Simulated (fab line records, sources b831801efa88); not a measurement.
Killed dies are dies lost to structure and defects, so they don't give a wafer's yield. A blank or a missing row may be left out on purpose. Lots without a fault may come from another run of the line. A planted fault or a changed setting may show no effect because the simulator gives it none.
Which tool did it? | flow gf180mcu | 15 lots, 45 wafers sampled, at 1 step of a route of 602

WHAT THE GAUGES READ, wafer by wafer
GF_HV_LDD_OVL_MEAS_47.
lot  | measured     | on         | HV_LDD_03_OVL (nm)
L488 | day 12 11:31 | overlay-01 | 2.4 2.9 1.8
L490 | day 12 23:29 | overlay-02 | 1.6 0.0 1.0
L491 | day 13 14:46 | overlay-01 | 2.9 1.4 2.4
L492 | day 13 15:29 | overlay-01 | 2.8 1.2 1.7
L494 | day 14 13:37 | overlay-01 | 0.8 -0.6 0.8
L496 | day 15 00:50 | overlay-02 | -0.9 -2.5 -1.6
L495 | day 15 01:28 | overlay-02 | 3.0 2.9 1.9
L497 | day 15 10:23 | overlay-02 | -2.8 -2.3 -1.8
L502 | day 16 23:31 | overlay-02 | 0.0 1.1 -0.2
L503 | day 17 09:58 | overlay-02 | -0.6 -0.2 0.4
L504 | day 17 13:16 | overlay-02 | -0.3 -1.0 -1.7
L505 | day 18 00:22 | overlay-02 | 0.3 0.0 -0.3
L506 | day 18 06:40 | overlay-01 | 0.2 -0.7 1.0
L508 | day 18 20:47 | overlay-01 | 0.1 0.6 1.2
L511 | day 20 03:10 | overlay-01 | -0.4 -0.4 1.0

WHICH TOOL RAN EACH LOT (tool, then ch and the chambers of the sampled wafers, then the start)
The record holds no process step before these readings.

WHAT THE TOOLS THEMSELVES READ (means of the sampled wafers that have a number; where no wafer has one, the mark that the record gives instead)
The record holds no such reading with a usual standard deviation.

THE ANSWER, worked out from the rows above alone
Rule: what is usual is taken from the lots themselves. Put in order of their means at a reading, lots are off if they are a third of the lots or fewer, leave a main group of 4 or more, and stand apart from it by a gap of 3 or more times the standard deviation of the main group's means; of several such gaps the widest counts. A main group whose means are all the same, to the digits that the tables above print for the reading, isn't used. A lot without any number at a reading at which 4 lots or more have one is off too. The other lots that the step has rows for count as sound. The gauges are gone through in route order, then the tools' own readings, and for those a lot's mean is taken as printed above. The first step at which some lot is off is used, and at that step the reading that is off furthest; a lot without a number counts as furthest.
No lot is off at any reading shown: from this, nothing can be told.

WHAT THE SIMULATOR HAD PUT IN
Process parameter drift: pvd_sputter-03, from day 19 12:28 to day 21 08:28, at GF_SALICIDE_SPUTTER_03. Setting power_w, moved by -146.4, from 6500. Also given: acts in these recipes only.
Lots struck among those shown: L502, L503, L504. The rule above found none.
